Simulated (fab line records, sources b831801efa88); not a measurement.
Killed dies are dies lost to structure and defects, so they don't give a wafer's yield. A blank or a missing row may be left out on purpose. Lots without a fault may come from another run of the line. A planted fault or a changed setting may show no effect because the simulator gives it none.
A struck lot beside a sound one | flow gf180mcu | 14 steps out of a route of 602
Sound: wafers L477.1, L477.4, L477.6. Struck: wafers L487.3, L487.5, L487.6. The cause comes at the end.
At each step with rows: each side's tool, then ch and its chambers, then its first start. Under that, the readings that differ: sound wafers | struck wafers | difference of the means | sigmas: that difference in standard deviations of wafers without a fault.
alike: readings whose means differ by less than 2 such deviations, and words and numbers that are the same on both sides. not compared: withheld readings, readings that some wafer has no value for, bounds like >300 that may hide the same value, and numbers for which the record gives no deviation and whose values overlap.
The two part at a step that has a row with sigmas, a row that says differs or no value, or rows on one side only. Numbers that don't overlap but have no deviation are shown without sigmas and don't part them. A reading that every wafer of one side lacks parts them only if that side has two wafers or more.

GF_DUAL_GATE_STRIP_13: strips in O2/N2.
  sound on plasma_asher-02 ch 0,1, day 9 20:05; struck on plasma_asher-03 ch 0,1, day 13 04:20
  alike: drypump_motor_current_A, heater_power_w, n2_flow_sccm, oes_product_au, strip_time_to_endpoint_s
  not compared: rf_hours_counter_h
then, 3 steps without rows for these wafers: GF_DUAL_GATE_CLEAN_14 (cleans in SC1/SC2, time 150 s); GF_DUAL_GATE_OXIDATION_15 (stabilise 600 s, purge 300 s, target thk 7.098 nm); GF_POLY_GATE_CVD_00 (deposits poly-Si, target thk 200 nm, time 1200 s).
GF_POLY_GATE_THK_MEAS_01:
  sound on film_metro-01, day 10 01:56; struck on film_metro-04, day 13 09:59
  alike: POLY_GATE_CVD_00_THK
then, 7 steps without rows for these wafers: GF_POLY_GATE_DEHYDRATE_02 (time 60 s); GF_POLY_GATE_HMDS_03 (prime time 60 s); GF_POLY_GATE_COAT_04; GF_POLY_GATE_COAT_05 (resist thk 700 nm); GF_POLY_GATE_SOFTBAKE_06 (time 60 s); GF_POLY_GATE_EXPOSE_07 (exposes mask Poly2, target cd 280 nm); GF_POLY_GATE_PEB_08 (peb time 90 s).
GF_POLY_GATE_DEVELOP_09: develop time 60 s.
  sound on litho_track-01 ch 0, day 10 19:40; struck on litho_track-02, day 14 05:49
  no value came back on the struck wafers for chill_plate_temp_C (C), develop_time_s (s), developer_temp_C (C); on the sound wafers chill_plate_temp_C (C) reads 22.82 22.87 22.97
  reading                                    | sound             | struck          | difference | sigmas
  model.KrF_of_POLY_GATE_COAT_05.thk_nm (nm) | 683.6 686.8 682.6 | 698 698.5 698.6 | +14        |
GF_POLY_GATE_CD_MEAS_10: target cd 280 nm.
  sound on cd_sem-02, day 10 19:49; struck on cd_sem-01, day 14 05:57
  reading    | sound             | struck | difference                    | sigmas
  cd_nm (nm) | 281.4 281.0 279.1 | - - -  | no value on the struck wafers |

WHERE THEY PART
First at GF_POLY_GATE_DEVELOP_09; last, within this record, at GF_POLY_GATE_CD_MEAS_10.

WHY: what the simulator had put in
Skipped step whole: litho_track-02, from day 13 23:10 on, at GF_POLY_GATE_DEVELOP_09. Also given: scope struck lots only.
